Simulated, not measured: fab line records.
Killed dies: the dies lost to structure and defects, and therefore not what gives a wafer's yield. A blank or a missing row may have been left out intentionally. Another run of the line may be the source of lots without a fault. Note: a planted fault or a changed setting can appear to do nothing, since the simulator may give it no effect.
A lot that was struck, set against a sound lot | flow sky130 | 15 steps out of a route of 708
Sound: the wafers L368.2, L368.3, L368.4. Struck: wafers L376.1, L376.2, L376.5. Last of all comes the cause.
For every step that has rows: the tool of each side, followed by ch and its chambers, followed by its first start. Under that, the readings that differ: sound wafers | struck wafers | difference of the means | sigmas: that difference in standard deviations of wafers without a fault.
alike: a reading whose means differ by less than 2 such deviations, as well as words and numbers matching on both sides. not compared: withheld readings; readings where some wafer has no value; bounds like >300 that might hide an equal value; numbers whose values overlap and for which the record gives no deviation.
The two part at a step that has a row with sigmas, a row that says differs or no value, or rows on one side only. Numbers that have no deviation but don't overlap get no sigmas and don't part them. Lack of a reading on every wafer of one side parts them only where that side has two or more wafers.

first, 2 steps without rows for these wafers: SKY_VIA4_PEB_09; SKY_VIA4_DEVELOP_10 (develop time 60 s).
SKY_VIA4_OVL_MEAS_11:
  sound on overlay-01, day 44 14:30; struck on overlay-02, day 46 14:13
  alike: VIA4_OVL
SKY_VIA4_ETCH_12: etches SiO2 in C4F8/O2/Ar, stops on TiN, target depth 580 nm.
  sound on rieDiel-01 ch 1,3, day 44 14:32; struck on rieDiel-01 ch 0,2, day 46 14:14
  alike: chamberPressureMTorr, oesProductAu
SKY_VIA4_STRIP_13: strips in O2/N2.
  sound on plasmaAsher-01 ch 0,1, day 44 14:36; struck on plasmaAsher-03 ch 0,1, day 46 14:19
  alike: chamberPressureMTorr, drypumpMotorCurrentA, n2FlowSccm, oesProductAu, stripTimeToEndpointS
  not compared: rfHoursCounterH
then, 3 steps without rows for these wafers: SKY_VIA4_STRIP_14 (strips in post etch residue remover, time 1200 s); SKY_VIA4_CLEAN_15 (cleans in IPA, time 180 s); SKY_VIA4_CLEAN_16 (cleans in O3/DIW).
SKY_VIA4_SPUTTER_17: material TiN, target thk 20 nm, time 80 s.
  sound on pvdSputter-04, day 44 15:15; struck on pvdSputter-04, day 46 14:57
  alike: throttleValvePct
SKY_VIA4_CVD_18: deposits W, target thk 505 nm, time 152.14 s.
  sound on cvdW-02 ch 0,1, day 44 15:19; struck on cvdW-01 ch 0,1, day 46 15:01
  alike: heaterPowerW
  not compared: sinceWetCleanH
SKY_VIA4_RS_MEAS_19: measurement is done with a four-point probe.
  sound on filmMetro-03, day 44 15:29; struck on filmMetro-03, day 46 15:10
reading            | sound                | struck               | difference | sigmas
VIA4_W_RS (ohm/sq) | 0.2182 0.2198 0.2210 | 0.2238 0.2244 0.2272 | +0.0055    | +2
SKY_VIA4_THK_MEAS_20: measures by xrf.
  sound on filmMetro-03, day 44 15:35; struck on filmMetro-03, day 46 15:17
  alike: VIA4_W_THK
SKY_VIA4_CMP_21: polishes, stops on SiO2, t overpolish 25 s, target thk 0 nm.
  sound on cmp-01 ch 1,2,3, day 44 15:38; struck on cmp-01 ch 1,2, day 46 15:20
reading             | sound             | struck            | difference | sigmas
platenRpm (rpm)     | 59.97 60.03 60.09 | 65.98 66.04 65.96 | +5.96      | +99 or more
timeToEndpointS (s) | 125 130 126       | 112 106 106       | -19        | -4
  alike: motorCurrentA, overpolishRunS, slurryFilterDpKPa
SKY_METAL5_SPUTTER_00: material Ti, target thk 15 nm, time 10 s.
  sound on pvdSputter-01, day 44 15:56; struck on pvdSputter-03, day 46 15:38
  alike: throttleValvePct
-- the record jumps here: 3 days lie between the struck wafers' starts before and after (it left off in module METAL5 and takes up again in module PAD_OPEN, whose first step shown is number 708 of the route) --
SKY_PAD_OPEN_PROBE_99:
  sound on prober-01, day 47 08:58; struck on prober-01, day 49 05:23
  alike: defectLimitedYield, killed_at_M0_to_M3, killed_at_M4_up, killedAtContacts, killedAtFrontEnd, killedAtOther, killedDies, killedOpen, killedShort, sort_bin_3_pad_short, sort_bin_5_function, sort_bin_6_memory, sortNPass, sortYieldPct

## WHERE THEY PART
Last at SKY_VIA4_CMP_21 as far as this record goes, first at SKY_VIA4_RS_MEAS_19. Later steps at which nothing parts them and some readings are alike: SKY_METAL5_SPUTTER_00, SKY_PAD_OPEN_PROBE_99.

WHY: whatever the simulator had introduced
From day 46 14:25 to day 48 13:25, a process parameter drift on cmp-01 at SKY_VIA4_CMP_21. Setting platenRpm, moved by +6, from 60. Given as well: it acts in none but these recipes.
